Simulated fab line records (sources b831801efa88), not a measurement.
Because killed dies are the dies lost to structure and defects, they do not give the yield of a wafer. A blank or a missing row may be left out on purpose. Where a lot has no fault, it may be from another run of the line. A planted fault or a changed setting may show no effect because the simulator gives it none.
Which tool is to blame? / flow gf180mcu / 13 lots with 39 wafers sampled at 3 steps, on a route of 602 steps

== WHAT THE GAUGES SHOWED, per wafer ==
GF_V5_RS_MEAS_24: measures by four-point-probe. Usual: V5_W_RS gives 0.325 ohm/sq (standard deviation 0.0053).
lot=L296; measured=day 27 08:52; on=film-metro-01; V5_W_RS (ohm/sq)=0.338 0.335 0.321; flag=
lot=L297; measured=day 27 11:07; on=film-metro-02; V5_W_RS (ohm/sq)=0.329 0.334 0.319; flag=
lot=L298; measured=day 27 19:27; on=film-metro-04; V5_W_RS (ohm/sq)=0.330 0.335 0.319; flag=
lot=L300; measured=day 28 11:35; on=film-metro-02; V5_W_RS (ohm/sq)=0.325 0.329 0.323; flag=
lot=L302; measured=day 29 03:36; on=film-metro-02; V5_W_RS (ohm/sq)=0.322 0.322 0.325; flag=
lot=L303; measured=day 29 11:40; on=film-metro-02; V5_W_RS (ohm/sq)=0.318 0.334 0.321; flag=
lot=L304; measured=day 29 16:43; on=film-metro-02; V5_W_RS (ohm/sq)=0.325 0.326 0.326; flag=
lot=L305; measured=day 30 09:40; on=film-metro-04; V5_W_RS (ohm/sq)=0.326 0.330 0.316; flag=
lot=L306; measured=day 30 15:25; on=film-metro-04; V5_W_RS (ohm/sq)=0.323 0.334 0.332; flag=
lot=L308; measured=day 31 03:57; on=film-metro-04; V5_W_RS (ohm/sq)=0.322 0.323 0.320; flag=
lot=L312; measured=day 32 05:00; on=film-metro-04; V5_W_RS (ohm/sq)=0.321 0.322 0.323; flag=
lot=L313; measured=day 32 06:34; on=film-metro-01; V5_W_RS (ohm/sq)=0.319 0.318 0.321; flag=
lot=L319; measured=day 33 16:25; on=film-metro-04; V5_W_RS (ohm/sq)=0.329 0.328 0.329; flag=

== EACH LOT AND THE TOOL THAT RAN IT (in order: tool; ch and the chambers of the sampled wafers; start) ==
lot=L296; GF_M2_SPUTTER_04=pvd-sputter-04, day 18 07:20; GF_V5_CVD_23=cvd-w-01 ch 0,1, day 27 08:46
lot=L297; GF_M2_SPUTTER_04=pvd-sputter-04, day 18 11:01; GF_V5_CVD_23=cvd-w-01 ch 0,1, day 27 11:01
lot=L298; GF_M2_SPUTTER_04=pvd-sputter-04, day 18 20:02; GF_V5_CVD_23=cvd-w-01 ch 0,1, day 27 19:20
lot=L300; GF_M2_SPUTTER_04=pvd-sputter-01, day 19 13:03; GF_V5_CVD_23=cvd-w-02 ch 0,1, day 28 11:28
lot=L302; GF_M2_SPUTTER_04=pvd-sputter-01, day 20 12:52; GF_V5_CVD_23=cvd-w-02 ch 0,1, day 29 03:29
lot=L303; GF_M2_SPUTTER_04=pvd-sputter-04, day 20 22:20; GF_V5_CVD_23=cvd-w-01 ch 0,1, day 29 11:33
lot=L304; GF_M2_SPUTTER_04=pvd-sputter-01, day 21 06:14; GF_V5_CVD_23=cvd-w-02 ch 0,1, day 29 16:35
lot=L305; GF_M2_SPUTTER_04=pvd-sputter-01, day 22 04:40; GF_V5_CVD_23=cvd-w-01 ch 0,1, day 30 09:34
lot=L306; GF_M2_SPUTTER_04=pvd-sputter-04, day 22 11:55; GF_V5_CVD_23=cvd-w-01 ch 0,1, day 30 15:17
lot=L308; GF_M2_SPUTTER_04=pvd-sputter-01, day 23 01:09; GF_V5_CVD_23=cvd-w-02 ch 0, day 31 03:50
lot=L312; GF_M2_SPUTTER_04=pvd-sputter-01, day 24 10:20; GF_V5_CVD_23=cvd-w-02 ch 0,1, day 32 04:52
lot=L313; GF_M2_SPUTTER_04=pvd-sputter-01, day 24 11:59; GF_V5_CVD_23=cvd-w-02 ch 0,1, day 32 06:25
lot=L319; GF_M2_SPUTTER_04=pvd-sputter-04, day 26 07:47; GF_V5_CVD_23=cvd-w-02 ch 0,1, day 33 16:17
- GF_M2_SPUTTER_04: material TiN, target thk 50 nm, time 41.7 s.
- GF_V5_CVD_23: deposits W, target thk 350 nm, time 104.9 s.

== AS READ BY THE TOOLS THEMSELVES (means over the sampled wafers that have a number; for cases with no such wafer, the mark the record gives instead) ==
GF_M2_SPUTTER_04. Usual: chamber-pressure-pa 0.4000 Pa, standard deviation 0.00083; throttle-valve-pct 29.8 %, standard deviation 1.
lot=L296; tool=pvd-sputter-04; chamber-pressure-pa (Pa)=0.3997; throttle-valve-pct (%)=30.2; flag=
lot=L297; tool=pvd-sputter-04; chamber-pressure-pa (Pa)=0.3997; throttle-valve-pct (%)=30.5; flag=
lot=L298; tool=pvd-sputter-04; chamber-pressure-pa (Pa)=0.4005; throttle-valve-pct (%)=30.0; flag=
lot=L300; tool=pvd-sputter-01; chamber-pressure-pa (Pa)=0.4005; throttle-valve-pct (%)=29.6; flag=
lot=L302; tool=pvd-sputter-01; chamber-pressure-pa (Pa)=0.4001; throttle-valve-pct (%)=29.4; flag=
lot=L303; tool=pvd-sputter-04; chamber-pressure-pa (Pa)=0.4004; throttle-valve-pct (%)=30.2; flag=
lot=L304; tool=pvd-sputter-01; chamber-pressure-pa (Pa)=0.3995; throttle-valve-pct (%)=29.4; flag=
lot=L305; tool=pvd-sputter-01; chamber-pressure-pa (Pa)=0.4005; throttle-valve-pct (%)=29.4; flag=
lot=L306; tool=pvd-sputter-04; chamber-pressure-pa (Pa)=0.4006; throttle-valve-pct (%)=29.7; flag=
lot=L308; tool=pvd-sputter-01; chamber-pressure-pa (Pa)=0.4004; throttle-valve-pct (%)=29.7; flag=
lot=L312; tool=pvd-sputter-01; chamber-pressure-pa (Pa)=0.4003; throttle-valve-pct (%)=29.3; flag=
lot=L313; tool=pvd-sputter-01; chamber-pressure-pa (Pa)=0.4013; throttle-valve-pct (%)=29.5; flag=
lot=L319; tool=pvd-sputter-04; chamber-pressure-pa (Pa)=0.4004; throttle-valve-pct (%)=30.1; flag=

GF_V5_CVD_23. Usual: heater-power-outer-w 470 W, standard deviation 65; heater-power-w 754 W, standard deviation 91.
lot=L296; tool=cvd-w-01; heater-power-outer-w (W)=474; heater-power-w (W)=752; flag=
lot=L297; tool=cvd-w-01; heater-power-outer-w (W)=467; heater-power-w (W)=763; flag=
lot=L298; tool=cvd-w-01; heater-power-outer-w (W)=467; heater-power-w (W)=760; flag=
lot=L300; tool=cvd-w-02; heater-power-outer-w (W)=467; heater-power-w (W)=730; flag=
lot=L302; tool=cvd-w-02; heater-power-outer-w (W)=502; heater-power-w (W)=800; flag=
lot=L303; tool=cvd-w-01; heater-power-outer-w (W)=425; heater-power-w (W)=697; flag=
lot=L304; tool=cvd-w-02; heater-power-outer-w (W)=501; heater-power-w (W)=798; flag=
lot=L305; tool=cvd-w-01; heater-power-outer-w (W)=470; heater-power-w (W)=761; flag=
lot=L306; tool=cvd-w-01; heater-power-outer-w (W)=479; heater-power-w (W)=762; flag=
lot=L308; tool=cvd-w-02; heater-power-outer-w (W)=436; heater-power-w (W)=667; flag=
lot=L312; tool=cvd-w-02; heater-power-outer-w (W)=507; heater-power-w (W)=805; flag=
lot=L313; tool=cvd-w-02; heater-power-outer-w (W)=514; heater-power-w (W)=803; flag=
lot=L319; tool=cvd-w-02; heater-power-outer-w (W)=466; heater-power-w (W)=737; flag=

== THE ANSWER, worked out from the rows above alone ==
Rule: a lot is off if the mean of its wafers that have a number lies more than 3 standard deviations from the usual mean. A lot without any number at a reading at which 4 lots or more have one is off too. All remaining lots with rows at the step are treated as sound. After the gauges, taken in route order, come the tools' own readings; for these a lot's mean is taken, as printed above. At the first step where some lot is off, the reading lying furthest off is the one used; lots without a number count as furthest.
No lot is off on any of the readings shown, so nothing can be concluded from this.

== WHAT THE SIMULATOR PUT IN ==
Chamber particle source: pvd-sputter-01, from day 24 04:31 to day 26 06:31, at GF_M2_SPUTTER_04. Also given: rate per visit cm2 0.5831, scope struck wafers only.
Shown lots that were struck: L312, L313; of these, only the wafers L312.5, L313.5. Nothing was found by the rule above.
